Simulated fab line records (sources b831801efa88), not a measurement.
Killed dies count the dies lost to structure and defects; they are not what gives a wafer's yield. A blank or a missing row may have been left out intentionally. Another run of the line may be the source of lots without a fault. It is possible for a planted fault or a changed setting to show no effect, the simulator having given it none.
fab line records + flow sfqLine
[record]
- lots = 6
- wafers = 17
- lastDay = 86
route steps=325 shown R5@221 I5@228
lots with no fault: from the same line, run without faults
startH: the number of hours between the record's first day and the start of the first shown wafer of the lot + waitH: hours from the lot's prior step to this one + " as in the row above + L1.1+2: several wafers, shown together as one row + - no value, or no start given + * or withheld: withheld + < > ~ a bound
route shown NAME@n: names a module that has steps shown in the file, with the first one's number in the route + usual: mean/standard deviation taken from wafers without a fault + same: alike in all rows + chamber/n: place in a boat + sites: the reading at each site + _std_site: standard deviation of those values + _edge_site: outer sites' mean less inner sites' + radiusMm: how far each site lies from the wafer's centre + mask NAME#n: copy n + behind: the last tool/chamber to shape the wafer + hold: reason for holding the lot/hours on hold/outcome of the hold + device: names the non-switching transistor (n, p or np) + end of line: the same wafers' tests at the end of the route + a step with no rows: only its recipe + killed: dies that structure and defects cost at the first sort, which is not the same as the wafer's yield + map: the dies of a wafer, with x for killed, . for not killed, _ for no die there
set.NAME: the setting that was run; set.NAME@STEP: the one run at that earlier step + model.NAME: the simulator's own value behind a step, which no gauge read
lots at selected steps of the route; one table per step, one row per wafer
services: from which hour (startH, from the record's first day; less than 0 if before it) a tool's chamber was out of use, for how many hours, and why
[[steps]]
[step SFQ_TRILAYER_R5_LITHO_PEB_139]
[recipe]
- pebTempC = 115
- pebTimeS = 60
- resist = KrF
[step SFQ_TRILAYER_R5_LITHO_DEVELOP_138]
[recipe]
- timeS = 60
- resist = KrF
[step SFQ_R5_OVL_MEAS_935]
[usual]
- R5_OVL = 2/5.5
| lot.wafer | tool       | chamber | startH  | waitH | R5_OVL[nm] |
|-----------|------------|---------|---------|-------|------------|
| L285.3    | overlay-02 | -       | 1379.94 | 0.1   | -10        |
| L285.5    | "          | -       | "       | "     | -4         |
| L285.6    | "          | -       | "       | "     | 1          |
| L287.3    | overlay-01 | -       | 1384.74 | 0.1   | 10         |
| L287.4    | "          | -       | "       | "     | 15         |
| L287.6    | "          | -       | "       | "     | 13         |
| L299.4    | overlay-01 | -       | 1472.80 | 0.1   | 1          |
| L299.6    | "          | -       | "       | "     | -2         |
| L301.4    | overlay-01 | -       | 1482.05 | 0.1   | 7          |
| L301.5    | "          | -       | "       | "     | 2          |
| L301.6    | "          | -       | "       | "     | 7          |
| L304.4    | overlay-01 | -       | 1495.25 | 0.1   | 5          |
| L304.5    | "          | -       | "       | "     | -1         |
| L304.6    | "          | -       | "       | "     | 4          |
| L306.1    | overlay-01 | -       | 1527.42 | 0.1   | 10         |
| L306.4    | "          | -       | "       | "     | 6          |
| L306.5    | "          | -       | "       | "     | 4          |
[step SFQ_TRILAYER_R5_BARC_OPEN_METAL_ETCH_177]
[recipe]
- maskMaterial = PR
- chemistry = O2
- targetDepthNm = 125
- target = BARC
- icpW = 600
- biasW = 80
- pressureMtorr = 10
- timeS = 41.7
[usual]
- drypumpMotorCurrentA = 6.1/0.45
- oesProductAu = 0.685/0.0046
| lot.wafer | tool        | chamber | startH  | waitH | drypumpMotorCurrentA | oesProductAu | rfHoursCounterH |
|-----------|-------------|---------|---------|-------|----------------------|--------------|-----------------|
| L285.3    | rieMetal-01 | 1       | 1379.98 | 0.0   | 5.3                  | 0.684        | -               |
| L285.5    | "           | 1       | "       | "     | 5.3                  | 0.678        | -               |
| L285.6    | "           | 0       | "       | "     | 5.6                  | 0.686        | -               |
| L287.3    | rieMetal-01 | 0       | 1384.78 | 0.0   | 5.6                  | 0.688        | -               |
| L287.4    | "           | 1       | "       | "     | 5.3                  | 0.683        | -               |
| L287.6    | "           | 1       | "       | "     | 5.3                  | 0.687        | -               |
| L299.4    | rieMetal-02 | 1       | 1472.83 | 0.0   | 6.2                  | 0.687        | -               |
| L299.6    | "           | 0       | "       | "     | 5.4                  | 0.677        | -               |
| L301.4    | rieMetal-02 | 0       | 1482.08 | 0.0   | 5.4                  | 0.688        | -               |
| L301.5    | "           | 0       | "       | "     | 5.5                  | 0.688        | -               |
| L301.6    | "           | 1       | "       | "     | 6.2                  | 0.688        | -               |
| L304.4    | rieMetal-03 | 1       | 1495.28 | 0.0   | 6.6                  | 0.684        | -               |
| L304.5    | "           | 1       | "       | "     | 6.6                  | 0.690        | -               |
| L304.6    | "           | 0       | "       | "     | 6.2                  | 0.683        | -               |
| L306.1    | rieMetal-01 | 1       | 1527.46 | 0.0   | 5.3                  | 0.690        | 42              |
| L306.4    | "           | 0       | "       | "     | 5.6                  | 0.680        | -               |
| L306.5    | "           | 0       | "       | "     | 5.6                  | 0.680        | -               |
[step SFQ_TRILAYER_R5_ETCH_METAL_ETCH_139]
[recipe]
- stopOn = SiO2
- maskMaterial = PR
- chemistry = Cl2
- targetDepthNm = 60
- icpW = 600
- biasW = 80
- pressureMtorr = 10
- timeS = 40
[usual]
- drypumpMotorCurrentA = 6.1/0.45
- oesProductAu = 0.992/0.0056
| lot.wafer | tool        | chamber | startH  | waitH | drypumpMotorCurrentA | oesProductAu | rfHoursCounterH |
|-----------|-------------|---------|---------|-------|----------------------|--------------|-----------------|
| L285.3    | rieMetal-01 | 1       | 1380.04 | 0.0   | 5.3                  | 0.985        | -               |
| L285.5    | "           | 1       | "       | "     | 5.3                  | 0.997        | -               |
| L285.6    | "           | 0       | "       | "     | 5.6                  | 0.995        | -               |
| L287.3    | rieMetal-01 | 0       | 1384.84 | 0.0   | 5.6                  | 0.997        | -               |
| L287.4    | "           | 1       | "       | "     | 5.3                  | 0.986        | -               |
| L287.6    | "           | 1       | "       | "     | 5.3                  | 0.995        | -               |
| L299.4    | rieMetal-02 | 1       | 1472.89 | 0.0   | 6.2                  | 0.992        | -               |
| L299.6    | "           | 0       | "       | "     | 5.4                  | 0.990        | -               |
| L301.4    | rieMetal-02 | 0       | 1482.14 | 0.0   | 5.4                  | 0.991        | -               |
| L301.5    | "           | 0       | "       | "     | 5.4                  | 0.991        | -               |
| L301.6    | "           | 1       | "       | "     | 6.2                  | 0.993        | -               |
| L304.4    | rieMetal-03 | 1       | 1495.34 | 0.0   | 6.6                  | 0.996        | -               |
| L304.5    | "           | 1       | "       | "     | 6.6                  | 1.001        | -               |
| L304.6    | "           | 0       | "       | "     | 6.2                  | 0.990        | -               |
| L306.1    | rieMetal-01 | 1       | 1527.52 | 0.0   | 5.3                  | 0.988        | 42              |
| L306.4    | "           | 0       | "       | "     | 5.6                  | 1.002        | -               |
| L306.5    | "           | 0       | "       | "     | 5.6                  | 0.997        | -               |
[step SFQ_TRILAYER_R5_STRIP_STRIP_140]
[recipe]
- gas = O2
- powerW = 200
- platenTempC = 40
- overashFraction = 0.65
- chemistry = O2
- pressureMtorr = 50
[usual]
- drypumpMotorCurrentA = 6.1/0.45
- oesProductAu = 1.005/0.0083
| lot.wafer | tool        | chamber | startH  | waitH | drypumpMotorCurrentA | oesProductAu | rfHoursCounterH |
|-----------|-------------|---------|---------|-------|----------------------|--------------|-----------------|
| L285.3    | rieMetal-01 | 1       | 1380.28 | 0.2   | 5.3                  | 0.999        | -               |
| L285.5    | "           | 1       | "       | "     | 5.3                  | 1.007        | -               |
| L285.6    | "           | 0       | "       | "     | 5.6                  | 1.020        | -               |
| L287.3    | rieMetal-01 | 0       | 1385.08 | 0.2   | 5.6                  | 1.023        | -               |
| L287.4    | "           | 1       | "       | "     | 5.3                  | 0.995        | -               |
| L287.6    | "           | 1       | "       | "     | 5.3                  | 0.998        | -               |
| L299.4    | rieMetal-02 | 1       | 1473.13 | 0.2   | 6.2                  | 1.016        | -               |
| L299.6    | "           | 0       | "       | "     | 5.4                  | 1.002        | -               |
| L301.4    | rieMetal-02 | 0       | 1482.38 | 0.2   | 5.5                  | 1.000        | -               |
| L301.5    | "           | 0       | "       | "     | 5.5                  | 1.009        | -               |
| L301.6    | "           | 1       | "       | "     | 6.2                  | 1.005        | -               |
| L304.4    | rieMetal-03 | 1       | 1495.58 | 0.2   | 6.6                  | 1.003        | -               |
| L304.5    | "           | 1       | "       | "     | 6.5                  | 0.999        | -               |
| L304.6    | "           | 0       | "       | "     | 6.2                  | 1.011        | -               |
| L306.1    | rieMetal-01 | 1       | 1527.57 | 0.0   | 5.3                  | 0.994        | 42              |
| L306.4    | "           | 0       | "       | "     | 5.6                  | 1.013        | -               |
| L306.5    | "           | 0       | "       | "     | 5.6                  | 1.018        | -               |
[step SFQ_TRILAYER_R5_STRIP_SOLV_CLEAN_141]
[recipe]
- chemistry = NMP
- tempC = 70
- timeS = 600
[step SFQ_TRILAYER_A5C_DEP_PECVD_142]
[recipe]
- material = SiO2
- tempC = 150
- timeS = 15.556
- pressureTorr = 2.4
- rfW = 183.3
- precursor = SiH4/N2O
- targetThkNm = 70
[usual]
- heaterPowerW = 86/16
- throttleValvePct = 24.5/0.77
| lot.wafer | tool     | chamber | startH  | waitH | heaterPowerW | throttleValvePct |
|-----------|----------|---------|---------|-------|--------------|------------------|
| L285.3    | pecvd-02 | 0       | 1380.86 | 0.0   | 74           | 25.8             |
| L285.5    | "        | 2       | "       | "     | 110          | 24.7             |
| L285.6    | "        | 1       | "       | "     | 85           | 24.9             |
| L287.3    | pecvd-04 | 1       | 1385.67 | 0.0   | 64           | 24.8             |
| L287.4    | "        | 0       | "       | "     | 95           | 22.7             |
| L287.6    | "        | 1       | "       | "     | 64           | 24.6             |
| L299.4    | pecvd-02 | 1       | 1473.72 | 0.0   | 84           | 24.6             |
| L299.6    | "        | 2       | "       | "     | 109          | 24.3             |
| L301.4    | pecvd-03 | 0       | 1482.97 | 0.0   | 102          | 25.1             |
| L301.5    | "        | 1       | "       | "     | 56           | 24.5             |
| L301.6    | "        | 2       | "       | "     | 77           | 24.6             |
| L304.4    | pecvd-02 | 2       | 1496.19 | 0.0   | 110          | 24.6             |
| L304.5    | "        | 1       | "       | "     | 86           | 24.9             |
| L304.6    | "        | 0       | "       | "     | 68           | 25.4             |
| L306.1    | pecvd-04 | 1       | 1528.37 | 0.0   | 74           | 24.7             |
| L306.4    | "        | 0       | "       | "     | 102          | 23.0             |
| L306.5    | "        | 2       | "       | "     | 87           | 23.6             |
[step SFQ_TRILAYER_I5_LITHO_COAT_149]
[recipe]
- resist = BARC
- spinRpm = 3000
- resistThkNm = 62
[step SFQ_TRILAYER_I5_LITHO_COAT_144]
[recipe]
- resist = KrF
- spinRpm = 3000
- resistThkNm = 650
[step SFQ_TRILAYER_I5_LITHO_SOFTBAKE_148]
[recipe]
- tempC = withheld
- timeS = withheld
- resist = KrF
[step SFQ_TRILAYER_I5_LITHO_EXPOSE_145]
[recipe]
- maskId = I5
- na = 0.6
- sourceShape = conventional
- sigmaOuter = 0.65
- targetCdNm = 700
- doseMj = 21.3
[step SFQ_TRILAYER_I5_LITHO_PEB_147]
[recipe]
- pebTempC = 115
- pebTimeS = 60
- resist = KrF
[usual]
- heaterPowerTotalW = 79.16/0.07
- resistLineTempC = 23.00/0.12
| lot.wafer | tool          | chamber | startH  | waitH | heaterPowerTotalW | resistLineTempC |
|-----------|---------------|---------|---------|-------|-------------------|-----------------|
| L285.3    | lithoTrack-01 | 0       | 1504.00 | 0.9   | 79.19             | 23.08           |
| L285.5    | "             | 0       | "       | "     | 79.13             | 22.99           |
| L285.6    | "             | 0       | "       | "     | 79.20             | 22.96           |
| L287.3    | lithoTrack-04 | 0       | 1508.53 | 0.7   | 79.00             | 23.10           |
| L287.4    | "             | 0       | "       | "     | 79.16             | 23.10           |
| L287.6    | "             | 0       | "       | "     | 79.09             | 23.11           |
| L299.4    | lithoTrack-01 | 0       | 1581.53 | 0.5   | 79.17             | 22.96           |
| L299.6    | "             | 0       | "       | "     | 80.81             | 23.01           |
| L301.4    | lithoTrack-01 | 0       | 1589.70 | 0.5   | 79.19             | 22.93           |
| L301.5    | "             | 0       | "       | "     | 79.13             | 22.95           |
| L301.6    | "             | 0       | "       | "     | 80.97             | 22.75           |
| L304.4    | lithoTrack-04 | 0       | 1604.49 | 0.5   | 79.18             | 23.06           |
| L304.5    | "             | 0       | "       | "     | 79.19             | 23.08           |
| L304.6    | "             | 0       | "       | "     | 79.17             | 23.09           |
| L306.1    | lithoTrack-04 | 0       | 1610.07 | 1.0   | 79.05             | 23.21           |
| L306.4    | "             | 0       | "       | "     | 79.19             | 22.87           |
| L306.5    | "             | 0       | "       | "     | 79.16             | 23.06           |
[step SFQ_TRILAYER_I5_LITHO_DEVELOP_146]
[recipe]
- timeS = 60
- resist = KrF
[step SFQ_I5_OVL_MEAS_936]
[usual]
- I5_OVL = 0/5.5
| lot.wafer | tool       | chamber | startH  | waitH | I5_OVL[nm] |
|-----------|------------|---------|---------|-------|------------|
| L285.3    | overlay-02 | -       | 1504.26 | 0.1   | -7         |
| L285.5    | "          | -       | "       | "     | -10        |
| L285.6    | "          | -       | "       | "     | -12        |
| L287.3    | overlay-02 | -       | 1508.79 | 0.1   | 1          |
| L287.4    | "          | -       | "       | "     | 9          |
| L287.6    | "          | -       | "       | "     | 3          |
| L299.4    | overlay-01 | -       | 1581.77 | 0.1   | -2         |
| L299.6    | "          | -       | "       | "     | -2         |
| L301.4    | overlay-02 | -       | 1589.95 | 0.1   | 7          |
| L301.5    | "          | -       | "       | "     | -2         |
| L301.6    | "          | -       | "       | "     | -2         |
| L304.4    | overlay-01 | -       | 1604.74 | 0.1   | -1         |
| L304.5    | "          | -       | "       | "     | -7         |
| L304.6    | "          | -       | "       | "     | -6         |
| L306.1    | overlay-02 | -       | 1610.37 | 0.1   | -7         |
| L306.4    | "          | -       | "       | "     | -1         |
| L306.5    | "          | -       | "       | "     | -6         |
[step SFQ_TRILAYER_I5_BARC_OPEN_VIA_ETCH_200]
[recipe]
- maskMaterial = PR
- chemistry = O2
- targetDepthNm = 125
- target = BARC
- sourceW = 500
- biasW = 80
- pressureMtorr = 30
- timeS = 41.7
[usual]
- drypumpMotorCurrentA = 5.55/0.25
- oesProductAu = 0.685/0.0043
| lot.wafer | tool       | chamber | startH  | waitH | drypumpMotorCurrentA | oesProductAu | rfHoursCounterH | model.I5.cdNm |
|-----------|------------|---------|---------|-------|----------------------|--------------|-----------------|---------------|
| L285.3    | rieDiel-04 | 3       | 1504.28 | 0.0   | 5.35                 | 0.683        | 18              | 698.2         |
| L285.5    | "          | 0       | "       | "     | 5.81                 | 0.682        | -               | 697.8         |
| L285.6    | "          | 3       | "       | "     | 5.37                 | 0.692        | -               | 699.3         |
| L287.3    | rieDiel-04 | 3       | 1508.81 | 0.0   | 5.37                 | 0.686        | 18              | 700.9         |
| L287.4    | "          | 1       | "       | "     | 5.95                 | 0.682        | 1               | 699.7         |
| L287.6    | "          | 0       | "       | "     | 5.83                 | 0.691        | -               | 702.1         |
| L299.4    | rieDiel-04 | 3       | 1581.79 | 0.0   | 5.36                 | 0.679        | 19              | 700.4         |
| L299.6    | "          | 0       | "       | "     | 5.83                 | 0.683        | -               | 691.9         |
| L301.4    | rieDiel-01 | 1       | 1589.97 | 0.0   | 5.56                 | 0.682        | 14              | 697.7         |
| L301.5    | "          | 1       | "       | "     | 5.56                 | 0.681        | -               | 698.7         |
| L301.6    | "          | 2       | "       | "     | 5.41                 | 0.698        | -               | 687.4         |
| L304.4    | rieDiel-01 | 1       | 1604.75 | 0.0   | 5.54                 | 0.690        | 15              | 701.2         |
| L304.5    | "          | 3       | "       | "     | 5.63                 | 0.686        | -               | 704.5         |
| L304.6    | "          | 0       | "       | "     | 5.11                 | 0.674        | -               | 703           |
| L306.1    | rieDiel-04 | 2       | 1610.40 | 0.0   | 5.22                 | 0.681        | 21              | 699.7         |
| L306.4    | "          | 1       | "       | "     | 5.96                 | 0.685        | 3               | 698           |
| L306.5    | "          | 0       | "       | "     | 5.84                 | 0.684        | -               | 700.1         |
[step SFQ_TRILAYER_I5_ETCH_VIA_ETCH_147]
[recipe]
- stopOn = Nb
- maskMaterial = PR
- chemistry = CHF3
- targetDepthNm = 360
- sourceW = 500
- biasW = 80
- pressureMtorr = 30
- timeS = withheld
[usual]
- drypumpMotorCurrentA = 5.55/0.25
- oesProductAu = 0.986/0.0076
| lot.wafer | tool       | chamber | startH  | waitH | drypumpMotorCurrentA | oesProductAu | model.I5.cdNm |
|-----------|------------|---------|---------|-------|----------------------|--------------|---------------|
| L285.3    | rieDiel-04 | 3       | 1504.32 | 0.0   | 5.37                 | 0.996        | 701.2         |
| L285.5    | "          | 0       | "       | "     | 5.82                 | 0.966        | 700.6         |
| L285.6    | "          | 3       | "       | "     | 5.37                 | 0.985        | 702.6         |
| L287.3    | rieDiel-04 | 3       | 1508.85 | 0.0   | 5.39                 | 0.987        | 702.9         |
| L287.4    | "          | 1       | "       | "     | 5.96                 | 0.992        | 694.7         |
| L287.6    | "          | 0       | "       | "     | 5.82                 | 0.975        | 703.5         |
| L299.4    | rieDiel-04 | 3       | 1581.83 | 0.0   | 5.37                 | 0.987        | 702.7         |
| L299.6    | "          | 0       | "       | "     | 5.82                 | 0.975        | 695.5         |
| L301.4    | rieDiel-01 | 1       | 1590.01 | 0.0   | 5.57                 | 0.986        | 698.2         |
| L301.5    | "          | 1       | "       | "     | 5.56                 | 0.976        | 698.3         |
| L301.6    | "          | 2       | "       | "     | 5.41                 | 0.986        | 684.5         |
| L304.4    | rieDiel-01 | 1       | 1604.79 | 0.0   | 5.54                 | 0.967        | 701.8         |
| L304.5    | "          | 3       | "       | "     | 5.65                 | 0.989        | 705.7         |
| L304.6    | "          | 0       | "       | "     | 5.11                 | 0.980        | 702.2         |
| L306.1    | rieDiel-04 | 2       | 1610.44 | 0.0   | 5.24                 | 0.996        | 696.8         |
| L306.4    | "          | 1       | "       | "     | 5.95                 | 0.989        | 696.3         |
| L306.5    | "          | 0       | "       | "     | 5.81                 | 0.976        | 700           |
[step SFQ_TRILAYER_I5_STRIP_STRIP_148]
[recipe]
- gas = O2
- powerW = 200
- platenTempC = 40
- overashFraction = 0.65
- chemistry = O2
- pressureMtorr = 50
[usual]
- drypumpMotorCurrentA = 5.6/0.32
- oesProductAu = 0.999/0.014
| lot.wafer | tool        | chamber | startH  | waitH | drypumpMotorCurrentA | oesProductAu | rfHoursCounterH |
|-----------|-------------|---------|---------|-------|----------------------|--------------|-----------------|
| L285.3    | rieMetal-02 | 0       | 1504.67 | -     | 5.4                  | 1.010        | -               |
| L285.5    | "           | 1       | "       | "     | 6.2                  | 1.010        | -               |
| L285.6    | "           | 0       | "       | "     | 5.4                  | 1.008        | -               |
| L287.3    | rieMetal-02 | 1       | 1509.20 | -     | 6.2                  | 1.003        | -               |
| L287.4    | "           | 0       | "       | "     | 5.4                  | 0.997        | -               |
| L287.6    | "           | 0       | "       | "     | 5.4                  | 0.991        | -               |
| L299.4    | rieMetal-04 | 1       | 1582.18 | -     | 5.5                  | 0.992        | -               |
| L299.6    | "           | 0       | "       | "     | 5.7                  | 0.972        | -               |
| L301.4    | rieMetal-02 | 0       | 1590.36 | -     | 5.4                  | 1.002        | -               |
| L301.5    | "           | 0       | "       | "     | 5.4                  | 1.008        | -               |
| L301.6    | "           | 1       | "       | "     | 6.2                  | 0.999        | -               |
| L304.4    | rieMetal-01 | 1       | 1605.14 | -     | 5.3                  | 0.984        | -               |
| L304.5    | "           | 0       | "       | "     | 5.6                  | 1.008        | -               |
| L304.6    | "           | 1       | "       | "     | 5.3                  | 0.992        | -               |
| L306.1    | rieMetal-01 | 1       | 1610.59 | -     | 5.3                  | 0.982        | 52              |
| L306.4    | "           | 1       | "       | "     | 5.3                  | 0.985        | -               |
| L306.5    | "           | 1       | "       | "     | 5.3                  | 0.980        | -               |
[[services]]
| tool        | chamber | startH  | hours | kind   |
|-------------|---------|---------|-------|--------|
| pecvd-04    | -       | 1362.02 | 1.9   | repair |
| pecvd-04    | 2       | 1379.17 | 8.1   | repair |
| rieMetal-01 | 1       | 1386.96 | 23.0  | repair |
| rieDiel-04  | 2       | 1393.20 | 10.8  | repair |
| pecvd-04    | 1       | 1405.56 | 9.6   | repair |
| rieMetal-03 | -       | 1406.32 | 1.4   | pm     |
| rieDiel-01  | -       | 1407.52 | 1.5   | repair |
| pecvd-04    | 2       | 1414.51 | 9.4   | repair |
| pecvd-04    | 0       | 1414.66 | 27.0  | repair |
| pecvd-02    | -       | 1447.58 | 0.8   | repair |
| rieDiel-01  | 1       | 1449.90 | 15.4  | repair |
| pecvd-04    | 2       | 1461.98 | 11.2  | repair |
| rieMetal-01 | -       | 1466.96 | 1.0   | repair |
| pecvd-02    | -       | 1489.51 | 1.6   | repair |
| rieDiel-01  | -       | 1496.27 | 0.6   | repair |
| rieDiel-01  | -       | 1517.92 | 2.8   | pm     |
| pecvd-02    | -       | 1520.35 | 2.3   | repair |
| pecvd-02    | 1       | 1553.67 | 22.2  | repair |
| rieMetal-03 | 0       | 1555.44 | 6.7   | repair |
| rieMetal-03 | 1       | 1566.50 | 1.8   | repair |
| rieMetal-02 | -       | 1570.84 | 1.4   | pm     |
| pecvd-04    | 0       | 1583.96 | 8.9   | repair |
| rieMetal-02 | -       | 1598.34 | 14.6  | pm     |
| pecvd-02    | -       | 1600.75 | 1.0   | repair |
[[key]]
[firstSign]
- step = SFQ_TRILAYER_I5_LITHO_PEB_147
- reading = heaterPowerTotalW
- direction = up
- sigmas = 25
- usual = 79.16
- struck = 80.89
effect none on later readings
[modelEffect]
- step = SFQ_TRILAYER_I5_BARC_OPEN_VIA_ETCH_200
- value = I5.cdNm
- without = 698.9
- struck = 689.6
[modelEffect]
- step = SFQ_TRILAYER_I5_ETCH_VIA_ETCH_147
- value = I5.cdNm
- without = 699.3
- struck = 690
metAt SFQ_TRILAYER_I5_LITHO_PEB_147
struckWafers L299.6,L301.6
onsetBetween 1504.00 1581.53
[fault]
- kind = processParameterDrift
- tool = lithoTrack-01
- chamber = -
- onsetH = 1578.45
- steps = SFQ_TRILAYER_I5_LITHO_PEB_147
- channel = pebTimeS
- offset = *
- shape = step
- endH = 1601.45
- scope = struckWafersOnly
- actsIn = *
- stated = *
